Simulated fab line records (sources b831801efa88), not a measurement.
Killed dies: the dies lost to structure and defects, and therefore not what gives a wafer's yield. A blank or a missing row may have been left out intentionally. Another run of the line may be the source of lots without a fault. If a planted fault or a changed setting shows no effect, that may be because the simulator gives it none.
A lot that was struck, set against a sound lot + flow sky130 + 22 steps out of a route of 708
Sound: the wafers L565.1, L565.5, L565.6. The struck wafers were L573.2, L573.3, L573.5. The cause is named last.
For every step that has rows: the tool of each side, followed by ch and its chambers, followed by its first start. Under that, the readings that differ: sound wafers + struck wafers + difference of the means + sigmas: that difference in standard deviations of wafers without a fault.
alike: readings with means less than 2 such deviations apart, plus words and numbers identical on both sides. not compared: withheld readings, readings lacking a value on some wafer, bounds such as >300 that could conceal the same value, and numbers that have no deviation in the record and whose values overlap.
Wherever a step has rows on one side only, a row that says differs or no value, or a row with sigmas, the two part there. Numbers that don't overlap but have no deviation are shown without sigmas and don't part them. Lack of a reading on every wafer of one side parts them only where that side has two or more wafers.

first, 4 steps without rows for these wafers: SKY_METAL5_SOFTBAKE_10 (time 60 s); SKY_METAL5_EXPOSE_11 (exposes mask MM5, target cd 1600 nm); SKY_METAL5_PEB_12; SKY_METAL5_DEVELOP_13 (develop time 60 s).
SKY_METAL5_DESCUM_14: chemistry O2, time 11 s.
  sound on rie metal-04 ch 0,1, day 44 17:10; struck on rie metal-01 ch 0,1, day 46 22:47
  alike: drypump motor current A, oes product au, temp c
  not compared: rf hours counter h
SKY_METAL5_METAL_ETCH_15: etches the open film in Cl2/BCl3, stops on SiO2, target depth 1260 nm, time 252 s.
  sound on rie metal-04 ch 0,1, day 44 17:13; struck on rie metal-01 ch 0,1, day 46 22:50
  alike: drypump motor current A, oes product au, throttle valve pct
  not compared: rf hours counter h
SKY_METAL5_STRIP_16: strips in O2/N2.
  sound on plasma asher-03 ch 0,1, day 44 17:32; struck on plasma asher-04 ch 0,1, day 46 23:04
  alike: drypump motor current A, oes product au, strip time to endpoint s
  not compared: rf hours counter h
then, 3 steps without rows for these wafers: SKY_METAL5_STRIP_17 (strips in post etch residue remover, time 1200 s); SKY_METAL5_CLEAN_18 (cleans in IPA, time 180 s); SKY_METAL5_CLEAN_19 (cleans in O3/DIW).
SKY_PASSIVATION_CVD_00: deposits SiO2, target thk 90 nm.
  sound on pecvd-01 ch 0,1, day 44 18:07; struck on pecvd-03 ch 0,1,2, day 46 23:43
  alike: heater power outer w, heater power w
SKY_PASSIVATION_THK_MEAS_01:
  sound: film metro-04 at day 44 18:08; struck: film metro-04 at day 46 23:45
  alike: PASSIVATION_CVD_00_THK
SKY_PASSIVATION_CVD_02: deposits Si3N4, target thk 540 nm.
  sound on pecvd-04 ch 0,2, day 44 18:12; struck on pecvd-01 ch 0,2, day 46 23:48
  no value came back on the struck wafers for heater power outer w (W), heater power w (W); on the sound wafers heater power outer w (W) reads 549 434 579
then, 7 steps without rows for these wafers: SKY_PASSIVATION_DEHYDRATE_04 (time 60 s); SKY_PASSIVATION_HMDS_05 (prime time 60 s); SKY_PASSIVATION_COAT_06 (resist thk 3000 nm); SKY_PASSIVATION_SOFTBAKE_07; SKY_PASSIVATION_EXPOSE_08 (exposes mask NSM, target cd 3000 nm); SKY_PASSIVATION_PEB_09; SKY_PASSIVATION_DEVELOP_10 (develop time 60 s).
SKY_PASSIVATION_ETCH_11: etches the open film in CF4/O2, stops on AlCu, target depth 725 nm, time 161.1 s.
  sound on rie diel-01 ch 0,2,3, day 45 15:53; struck on rie diel-01 ch 0,3, day 47 19:29
  alike: cf4 flow sccm, drypump motor current A, oes product au, throttle valve pct
  not compared: rf hours counter h, model.PASSIVATION.feature depth nm, model.etch.depth nm
SKY_PASSIVATION_STRIP_12: strips in O2/N2.
  sound on plasma asher-01 ch 0,1, day 45 16:00; struck on plasma asher-02 ch 0,1, day 47 19:35
  alike: drypump motor current A, oes product au, strip time to endpoint s
  not compared: rf hours counter h

== WHERE THEY PART ==
Only at SKY_PASSIVATION_CVD_02, within this record. Later steps at which nothing parts them and some readings are alike: SKY_PASSIVATION_ETCH_11, SKY_PASSIVATION_STRIP_12.

WHY: what the simulator had put in
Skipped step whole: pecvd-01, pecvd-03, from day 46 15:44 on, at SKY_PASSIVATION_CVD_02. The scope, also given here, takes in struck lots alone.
